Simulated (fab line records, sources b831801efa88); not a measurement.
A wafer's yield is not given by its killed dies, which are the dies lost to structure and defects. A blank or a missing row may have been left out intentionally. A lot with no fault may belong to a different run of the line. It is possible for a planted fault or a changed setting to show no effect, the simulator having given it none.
What tool caused it? | flow gf180mcu | 33 wafers from 12 lots sampled at 6 of the route's 602 steps

## WHAT EACH GAUGE READ, for each wafer
GF_CONTACT_RS_MEAS_25: uses a four-point probe to measure. Usual: CONTACT_W_RS typically reads 0.379 ohm/sq, with standard deviation 0.0092.
lot  | measured     | on            | CONTACT_W_RS (ohm/sq) | flag
L258 | day 16 02:02 | film metro-01 | 0.383 0.374 0.380     |
L259 | day 16 13:25 | film metro-01 | 0.375 0.385 0.380     |
L261 | day 17 05:41 | film metro-02 | 0.389 0.366 0.365     |
L262 | day 17 16:41 | film metro-04 | 0.392 0.388 0.371     |
L264 | day 18 05:17 | film metro-01 | 0.388 0.388 0.387     |
L269 | day 20 05:47 | film metro-01 | 0.383 0.264           | OFF
L270 | day 20 19:04 | film metro-02 | 0.377 0.266           | OFF
L271 | day 20 23:05 | film metro-01 | 0.368 0.280           | OFF
L278 | day 23 10:05 | film metro-02 | 0.386 0.388 0.390     |
L279 | day 23 16:22 | film metro-04 | 0.374 0.371 0.391     |
L280 | day 23 22:05 | film metro-02 | 0.384 0.386 0.384     |
L281 | day 24 07:13 | film metro-01 | 0.368 0.387 0.370     |

GF_CONTACT_THK_MEAS_26: measures by xrf. Usual: CONTACT_W_THK typically reads 307 nm, with standard deviation 7.6.
lot  | measured     | on            | CONTACT_W_THK (nm) | flag
L258 | day 16 02:10 | film metro-01 | 304 311 305        |
L259 | day 16 13:31 | film metro-01 | 311 302 304        |
L261 | day 17 05:48 | film metro-02 | 302 322 321        |
L262 | day 17 16:48 | film metro-04 | 300 301 317        |
L264 | day 18 05:23 | film metro-01 | 296 299 299        |
L269 | day 20 05:54 | film metro-01 | 302 432            | OFF
L270 | day 20 19:11 | film metro-02 | 308 441            | OFF
L271 | day 20 23:13 | film metro-01 | 313 408            | OFF
L278 | day 23 10:12 | film metro-02 | 302 300 299        |
L279 | day 23 16:29 | film metro-04 | 311 315 298        |
L280 | day 23 22:12 | film metro-02 | 305 303 305        |
L281 | day 24 07:19 | film metro-01 | 315 300 315        |

GF_V1_OVL_MEAS_15. Usual: V1_OVL typically reads -1 nm, with standard deviation 4.7.
lot  | measured     | on         | V1_OVL (nm) | flag
L258 | day 18 01:17 | overlay-01 | -3 -2 -1    |
L259 | day 18 13:29 | overlay-01 | -6 0 -3     |
L261 | day 19 06:32 | overlay-02 | 0 -3 -5     |
L262 | day 19 18:17 | overlay-02 | 6 1 0       |
L264 | day 20 07:11 | overlay-02 | 3 6 -1      |
L269 | day 22 06:38 | overlay-02 | -2 1        |
L270 | day 22 20:35 | overlay-02 | -5 -8       |
L271 | day 23 01:05 | overlay-01 | -8 -4       |
L278 | day 25 09:20 | overlay-01 | -9 -10 -3   |
L279 | day 25 15:08 | overlay-01 | -8 -8 -10   |
L280 | day 25 19:46 | overlay-02 | 1 1 4       |
L281 | day 26 03:47 | overlay-02 | -1 -3 -2    |

## EACH LOT AND THE TOOL THAT RAN IT (in order: tool; ch and the chambers of the sampled wafers; start)
lot  | GF_HV_LDD_STRIP_10                   | GF_CONTACT_CVD_24             | GF_CONTACT_CMP_27
L258 | plasma asher-03 ch 0,1, day 10 01:10 | cvd w-01 ch 0,1, day 16 01:56 | cmp-02 ch 0,2,3, day 16 02:16
L259 | plasma asher-01 ch 0,1, day 10 07:48 | cvd w-01 ch 0,1, day 16 13:18 | cmp-02 ch 0,1,3, day 16 13:39
L261 | plasma asher-03 ch 0,1, day 10 18:01 | cvd w-02 ch 0,1, day 17 05:35 | cmp-01 ch 0,1,2, day 17 05:52
L262 | plasma asher-01 ch 0,1, day 11 05:58 | cvd w-02 ch 0,1, day 17 16:34 | cmp-02 ch 0,2,3, day 17 16:58
L264 | plasma asher-03 ch 0,1, day 11 16:48 | cvd w-01 ch 0,1, day 18 05:11 | cmp-02 ch 0,3, day 18 05:28
L269 | plasma asher-03 ch 0,1, day 13 09:16 | cvd w-02 ch 0,1, day 20 05:41 | cmp-02 ch 1,3, day 20 05:58
L270 | plasma asher-01 ch 0,1, day 13 21:01 | cvd w-02 ch 0,1, day 20 18:58 | cmp-01 ch 1,3, day 20 19:18
L271 | plasma asher-04 ch 0,1, day 13 22:46 | cvd w-02 ch 0,1, day 20 22:59 | cmp-02 ch 0,2, day 20 23:19
L278 | plasma asher-01 ch 0,1, day 16 07:58 | cvd w-01 ch 0,1, day 23 09:59 | cmp-01 ch 0,1,3, day 23 10:19
L279 | plasma asher-01 ch 0,1, day 16 11:10 | cvd w-02 ch 0,1, day 23 16:16 | cmp-01 ch 0,2, day 23 16:36
L280 | plasma asher-04 ch 0,1, day 16 16:58 | cvd w-01 ch 0,1, day 23 21:59 | cmp-01 ch 0,1,3, day 23 22:22
L281 | plasma asher-04 ch 0,1, day 17 02:45 | cvd w-02 ch 0,1, day 24 07:07 | cmp-02 ch 0,1,2, day 24 07:24
- GF_HV_LDD_STRIP_10: strips in O2/N2.
- GF_CONTACT_CVD_24: deposits W, target thk 300 nm, time 90.339 s.
- GF_CONTACT_CMP_27: polishes, stops on SiO2, t overpolish 15 s, target thk 0 nm.

## AS READ BY THE TOOLS THEMSELVES (means over the sampled wafers that have a number; for cases with no such wafer, the mark the record gives instead)
GF_HV_LDD_STRIP_10. Usual: drypump motor current A 5.63 A, standard deviation 0.28; heater power w 347 W, standard deviation 22; oes product au 0.715 a.u., standard deviation 0.0045; strip time to endpoint s 12.65 s, standard deviation 0.039.
lot  | tool            | drypump motor current A (A) | heater power w (W) | oes product au (a.u.) | strip time to endpoint s (s) | flag
L258 | plasma asher-03 | 5.48                        | 332                | 0.715                 | 12.64                        |
L259 | plasma asher-01 | 5.76                        | 346                | 0.716                 | 12.63                        |
L261 | plasma asher-03 | 5.48                        | 338                | 0.714                 | 12.61                        |
L262 | plasma asher-01 | 5.76                        | 349                | 0.715                 | 12.66                        |
L264 | plasma asher-03 | 5.49                        | 338                | 0.714                 | 12.61                        |
L269 | plasma asher-03 | 5.54                        | 329                | 0.714                 | 12.64                        |
L270 | plasma asher-01 | 5.83                        | 334                | 0.716                 | 12.66                        |
L271 | plasma asher-04 | 5.62                        | 361                | 0.720                 | 12.60                        |
L278 | plasma asher-01 | 5.78                        | 349                | 0.710                 | 12.65                        |
L279 | plasma asher-01 | 5.87                        | 329                | 0.713                 | 12.62                        |
L280 | plasma asher-04 | 5.50                        | 371                | 0.714                 | 12.67                        |
L281 | plasma asher-04 | 5.50                        | 366                | 0.720                 | 12.70                        |

GF_CONTACT_CVD_24. Usual: heater power outer w 510 W, standard deviation 82; heater power w 840 W, standard deviation 160.
lot  | tool     | heater power outer w (W) | heater power w (W) | flag
L258 | cvd w-01 | 471                      | 769                |
L259 | cvd w-01 | 471                      | 765                |
L261 | cvd w-02 | 519                      | 855                |
L262 | cvd w-02 | 569                      | 980                |
L264 | cvd w-01 | 459                      | 752                |
L269 | cvd w-02 | 546                      | 920                |
L270 | cvd w-02 | 560                      | 919                |
L271 | cvd w-02 | 554                      | 938                |
L278 | cvd w-01 | 458                      | 757                |
L279 | cvd w-02 | 528                      | 861                |
L280 | cvd w-01 | 467                      | 758                |
L281 | cvd w-02 | 525                      | 864                |

GF_CONTACT_CMP_27. Usual: motor current A 11.1 A, standard deviation 0.82; time to endpoint s 74 s, standard deviation 3.2.
lot  | tool   | motor current A (A) | time to endpoint s (s) | flag
L258 | cmp-02 | 11.3                | 76                     |
L259 | cmp-02 | 11.7                | 77                     |
L261 | cmp-01 | 11.5                | 76                     |
L262 | cmp-02 | 10.8                | 74                     |
L264 | cmp-02 | 11.7                | 74                     |
L269 | cmp-02 | 11.7                | 92                     | OFF
L270 | cmp-01 | 11.2                | 91                     | OFF
L271 | cmp-02 | 10.2                | 86                     | OFF
L278 | cmp-01 | 10.9                | 73                     |
L279 | cmp-01 | 11.5                | 71                     |
L280 | cmp-01 | 11.4                | 73                     |
L281 | cmp-02 | 10.5                | 75                     |

## THE ANSWER, worked out from the rows above alone
Rule: a lot counts as off when the mean over its wafers that have a number is more than 3 standard deviations away from the usual mean. Also off: a lot with no number at a reading for which 4 or more lots have one. The other lots that the step has rows for count as sound. The gauges are gone through in route order, then the tools' own readings, and for those a lot's mean is taken as printed above. At the first step where some lot is off, the reading lying furthest off is the one used; lots without a number count as furthest.
Off: L269, L270, L271, at GF_CONTACT_RS_MEAS_25 (CONTACT_W_RS).
A tool fits if, at a process step before that reading, it ran every lot that is off, and no sound lot after the first of them. Not tried: the gauges at GF_CONTACT_RS_MEAS_25; whatever is off there is also off at GF_CONTACT_CMP_27, on other tools, and gauge error can't account for it. None of those tried fits.

## WHAT THE SIMULATOR HAD INSERTED
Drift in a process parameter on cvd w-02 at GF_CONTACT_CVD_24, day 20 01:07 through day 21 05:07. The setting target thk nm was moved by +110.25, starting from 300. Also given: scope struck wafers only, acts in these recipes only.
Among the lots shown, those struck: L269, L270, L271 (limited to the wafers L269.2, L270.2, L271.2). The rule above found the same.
